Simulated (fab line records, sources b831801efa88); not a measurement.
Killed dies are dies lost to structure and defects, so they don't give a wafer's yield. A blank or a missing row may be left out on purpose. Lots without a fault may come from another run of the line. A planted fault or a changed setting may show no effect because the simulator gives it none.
A struck lot beside a sound one | flow sky130 | 15 steps out of a route of 708
Sound: wafers L227.1, L227.4, L227.5. Struck: wafers L237.1, L237.2, L237.6. The cause comes at the end.
At each step with rows: each side's tool, then ch and its chambers, then its first start. Under that, the readings that differ: sound wafers | struck wafers | difference of the means | sigmas: that difference in standard deviations of wafers without a fault.
alike: readings whose means differ by less than 2 such deviations, and words and numbers that are the same on both sides. not compared: withheld readings, readings that some wafer has no value for, bounds like >300 that may hide the same value, and numbers for which the record gives no deviation and whose values overlap.
The two part at a step that has a row with sigmas, a row that says differs or no value, or rows on one side only. Numbers that don't overlap but have no deviation are shown without sigmas and don't part them. A reading that every wafer of one side lacks parts them only if that side has two wafers or more.

first, 4 steps without rows for these wafers: SKY_LDD_N_SOFTBAKE_03 (time 60 s); SKY_LDD_N_EXPOSE_04 (exposes mask NTM, target cd 840 nm); SKY_LDD_N_PEB_05; SKY_LDD_N_DEVELOP_06 (develop time 60 s).
SKY_LDD_N_OVL_MEAS_07:
  sound on overlay-02, day 17 16:37; struck on overlay-01, day 22 01:47
  alike: LDD_N_OVL
then, 7 steps without rows for these wafers: SKY_LDD_N_IMPLANT_08; SKY_LDD_N_IMPLANT_09; SKY_LDD_N_IMPLANT_10; SKY_LDD_N_IMPLANT_11; SKY_LDD_N_IMPLANT_12; SKY_LDD_N_IMPLANT_13; SKY_LDD_N_IMPLANT_14.
SKY_LDD_N_IMPLANT_15:
  sound on implanter-04 ch 0, day 17 17:42; struck on implanter-04 ch 0, day 22 02:52
  reading            | sound                         | struck                        | difference | sigmas
  dose_ions_cm2      | 4.996e+12 5.009e+12 4.999e+12 | 3.033e+12 3.029e+12 3.037e+12 | -1.968e+12 | -99 or more
  faraday_current_uA | 28.3 27.8 28.1                | 16.9 17.1 16.8                | -11.1      | -21
SKY_LDD_N_STRIP_16: strips in O2/N2.
  sound on plasma_asher-02 ch 0,1, day 17 17:51; struck on plasma_asher-02 ch 0,1, day 22 03:01
  reading                      | sound             | struck            | difference | sigmas
  strip_time_to_endpoint_s (s) | 4.338 4.333 4.329 | 4.301 4.301 4.304 | -0.031     | -2
  alike: drypump_motor_current_A, oes_product_au
  not compared: rf_hours_counter_h
-- the record jumps here: 27 days lie between the struck wafers' starts before and after (it left off in module LDD_N and takes up again in module PAD_OPEN, whose first step shown is number 708 of the route) --
SKY_PAD_OPEN_PROBE_99:
  sound on prober-02, day 45 19:33; struck on prober-01, day 48 19:56
  reading                                   | sound                | struck               | difference | sigmas
  model.etest.nfet_01v8_turned.vt_sat_v (V) | 0.654 0.6555 0.6637  | 0.6166 0.6146 0.6138 | -0.0427    |
  model.etest.nfet_01v8_lvt.vt_sat_v (V)    | 0.5396 0.5379 0.5481 | 0.5183 0.5217 0.5178 | -0.0226    |
  alike: killed_at_M0_to_M3, killed_at_M4_up, killed_at_contacts, killed_at_front_end, killed_at_other, killed_dies, killed_open, killed_short

WHERE THEY PART
First at SKY_LDD_N_IMPLANT_15; last, within this record, at SKY_LDD_N_STRIP_16. Later steps at which nothing parts them and some readings are alike: SKY_PAD_OPEN_PROBE_99.

WHY: what the simulator had put in
Process parameter drift: implanter-04, from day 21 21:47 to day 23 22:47, at SKY_LDD_N_IMPLANT_15. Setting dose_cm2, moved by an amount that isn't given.
